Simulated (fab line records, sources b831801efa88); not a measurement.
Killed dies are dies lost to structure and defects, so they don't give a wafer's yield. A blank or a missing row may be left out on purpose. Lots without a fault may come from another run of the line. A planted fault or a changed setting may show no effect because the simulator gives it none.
Which tool did it? | flow gf180mcu | 13 lots, 39 wafers sampled, at 4 steps of a route of 602

WHAT THE GAUGES READ, wafer by wafer
GF_STI_THK_MEAS_22. Usual: STI_OXIDATION_01_THK 14.95 nm, standard deviation 0.23.
lot  | measured    | on            | STI_OXIDATION_01_THK (nm) | flag
L443 | day 2 08:44 | film_metro-02 | 15.38 14.91 15.26         |
L445 | day 2 18:38 | film_metro-02 | 15.26 15.35 15.38         |
L450 | day 3 20:04 | film_metro-04 | 14.11 14.46 14.53         |
L453 | day 4 12:02 | film_metro-04 | 15.27 15.02 14.89         |
L454 | day 4 17:19 | film_metro-04 | 14.88 14.90 15.23         |
L456 | day 5 04:31 | film_metro-02 | 15.14 15.02 15.14         |
L458 | day 5 14:02 | film_metro-03 | 14.99 15.02 15.01         |
L459 | day 5 20:45 | film_metro-04 | 15.03 14.97 14.91         |
L460 | day 6 01:41 | film_metro-03 | 15.12 15.03 14.97         |
L461 | day 6 07:20 | film_metro-03 | 15.10 15.00 15.19         |
L463 | day 6 15:28 | film_metro-02 | 15.27 15.29 15.14         |
L464 | day 6 20:36 | film_metro-03 | 14.74 14.80 14.99         |
L465 | day 7 02:29 | film_metro-03 | 14.98 14.97 14.96         |

GF_NWELL_TW_MEAS_11. Usual: NWELL_TW 1569, standard deviation 16.
lot  | measured    | on            | NWELL_TW       | flag
L443 | day 3 12:08 | film_metro-03 | 1544 1543 1536 |
L445 | day 3 22:53 | film_metro-01 | 1577 1576 1575 |
L450 | day 5 03:08 | film_metro-01 | 1564 1555 1552 |
L453 | day 5 19:41 | film_metro-01 | 1564 1564 1557 |
L454 | day 6 02:54 | film_metro-02 | 1593 1582 1582 |
L456 | day 6 15:08 | film_metro-01 | 1573 1569 1571 |
L458 | day 7 00:07 | film_metro-02 | 1587 1587 1586 |
L459 | day 7 06:39 | film_metro-02 | 1582 1586 1583 |
L460 | day 7 12:00 | film_metro-01 | 1571 1562 1568 |
L461 | day 7 17:11 | film_metro-02 | 1579 1574 1586 |
L463 | day 8 02:23 | film_metro-03 | 1547 1559 1556 |
L464 | day 8 07:44 | film_metro-02 | 1586 1589 1582 |
L465 | day 8 14:58 | film_metro-02 | 1592 1583 1588 |

WHICH TOOL RAN EACH LOT (tool, then ch and the chambers of the sampled wafers, then the start)
lot  | GF_STI_ETCH_14                  | GF_NWELL_STRIP_10
L443 | rie_si-01 ch 0,2,3, day 2 06:40 | plasma_asher-02 ch 0,1, day 3 12:02
L445 | rie_si-02 ch 0,1,2, day 2 16:52 | plasma_asher-04 ch 0,1, day 3 22:47
L450 | rie_si-02 ch 1,3, day 3 18:25   | plasma_asher-03 ch 0,1, day 5 03:02
L453 | rie_si-01 ch 0,1,2, day 4 09:40 | plasma_asher-03 ch 0,1, day 5 19:35
L454 | rie_si-01 ch 1,2,3, day 4 15:40 | plasma_asher-03 ch 0,1, day 6 02:48
L456 | rie_si-02 ch 0,3, day 5 01:28   | plasma_asher-04 ch 0,1, day 6 15:02
L458 | rie_si-02 ch 0,3, day 5 12:22   | plasma_asher-02 ch 0,1, day 7 00:02
L459 | rie_si-02 ch 1,2,3, day 5 18:41 | plasma_asher-02 ch 0,1, day 7 06:33
L460 | rie_si-02 ch 1,2, day 6 00:01   | plasma_asher-03 ch 0,1, day 7 11:54
L461 | rie_si-02 ch 0,1,2, day 6 04:43 | plasma_asher-03 ch 0,1, day 7 17:05
L463 | rie_si-02 ch 0,2,3, day 6 13:49 | plasma_asher-04 ch 0,1, day 8 02:17
L464 | rie_si-01 ch 0,1,3, day 6 18:31 | plasma_asher-04 ch 0,1, day 8 07:38
L465 | rie_si-01 ch 0,1,3, day 7 00:49 | plasma_asher-03 ch 0,1, day 8 14:52
- GF_STI_ETCH_14: etches Si in HBr/Cl2/O2, target depth 360 nm, time 102.9 s.
- GF_NWELL_STRIP_10: strips in O2/N2.

WHAT THE TOOLS THEMSELVES READ (means of the sampled wafers that have a number; where no wafer has one, the mark that the record gives instead)
GF_STI_ETCH_14. Usual: drypump_motor_current_A 5.5 A, standard deviation 0.48; mfc_cl2_sccm 40.00 sccm, standard deviation 0.12; oes_product_au 1.001 a.u., standard deviation 0.0094; run_length_s 131.2 s, standard deviation 0.48; throttle_valve_pct 25.655 %, standard deviation 0.011.
lot  | tool      | drypump_motor_current_A (A) | mfc_cl2_sccm (sccm) | oes_product_au (a.u.) | run_length_s (s) | throttle_valve_pct (%) | flag
L443 | rie_si-01 | 5.7                         | 40.10               | 0.997                 | 131.3            | 25.656                 |
L445 | rie_si-02 | 5.7                         | 39.96               | 1.000                 | 131.1            | 25.653                 |
L450 | rie_si-02 | 5.1                         | 39.84               | 1.005                 | 130.9            | 25.651                 |
L453 | rie_si-01 | 5.6                         | 39.96               | 0.999                 | 136.2            | 25.658                 | OFF
L454 | rie_si-01 | 5.4                         | 40.05               | 1.000                 | 135.9            | 25.664                 | OFF
L456 | rie_si-02 | 5.8                         | 39.93               | 1.003                 | 131.5            | 25.649                 |
L458 | rie_si-02 | 5.8                         | 39.97               | 0.999                 | 131.6            | 25.652                 |
L459 | rie_si-02 | 5.4                         | 40.17               | 1.008                 | 130.9            | 25.650                 |
L460 | rie_si-02 | 5.3                         | 39.97               | 1.014                 | 131.0            | 25.648                 |
L461 | rie_si-02 | 5.7                         | 40.05               | 1.017                 | 131.1            | 25.653                 |
L463 | rie_si-02 | 5.8                         | 40.04               | 1.006                 | 131.3            | 25.655                 |
L464 | rie_si-01 | 5.3                         | 39.89               | 1.000                 | 131.4            | 25.650                 |
L465 | rie_si-01 | 5.2                         | 40.03               | 1.005                 | 131.1            | 25.659                 |

GF_NWELL_STRIP_10. Usual: drypump_motor_current_A 5.6 A, standard deviation 0.33; heater_power_w 344 W, standard deviation 21; oes_product_au 0.722 a.u., standard deviation 0.0044; strip_time_to_endpoint_s 36.93 s, standard deviation 0.1.
lot  | tool            | drypump_motor_current_A (A) | heater_power_w (W) | oes_product_au (a.u.) | strip_time_to_endpoint_s (s) | flag
L443 | plasma_asher-02 | 5.6                         | 326                | 0.721                 | 36.73                        |
L445 | plasma_asher-04 | 5.5                         | 341                | 0.723                 | 36.83                        |
L450 | plasma_asher-03 | 5.7                         | 360                | 0.723                 | 36.89                        |
L453 | plasma_asher-03 | 5.5                         | 362                | 0.720                 | 36.82                        |
L454 | plasma_asher-03 | 5.5                         | 369                | 0.724                 | 37.06                        |
L456 | plasma_asher-04 | 5.5                         | 338                | 0.723                 | 36.90                        |
L458 | plasma_asher-02 | 5.7                         | 324                | 0.722                 | 36.90                        |
L459 | plasma_asher-02 | 5.7                         | 327                | 0.721                 | 36.83                        |
L460 | plasma_asher-03 | 5.5                         | 369                | 0.722                 | 36.94                        |
L461 | plasma_asher-03 | 5.7                         | 363                | 0.721                 | 36.95                        |
L463 | plasma_asher-04 | 5.5                         | 339                | 0.721                 | 36.81                        |
L464 | plasma_asher-04 | 5.5                         | 337                | 0.724                 | 36.85                        |
L465 | plasma_asher-03 | 5.7                         | 361                | 0.727                 | 36.99                        |

THE ANSWER, worked out from the rows above alone
Rule: a lot is off if the mean of its wafers that have a number lies more than 3 standard deviations from the usual mean. A lot without any number at a reading at which 4 lots or more have one is off too. The other lots that the step has rows for count as sound. The gauges are gone through in route order, then the tools' own readings, and for those a lot's mean is taken as printed above. The first step at which some lot is off is used, and at that step the reading that is off furthest; a lot without a number counts as furthest.
Off: L453, L454, at GF_STI_ETCH_14 (run_length_s).
A tool fits if, at that step or a process step before it, it ran every lot that is off, and no sound lot after the first of them. None of those tried fits.

WHAT THE SIMULATOR HAD PUT IN
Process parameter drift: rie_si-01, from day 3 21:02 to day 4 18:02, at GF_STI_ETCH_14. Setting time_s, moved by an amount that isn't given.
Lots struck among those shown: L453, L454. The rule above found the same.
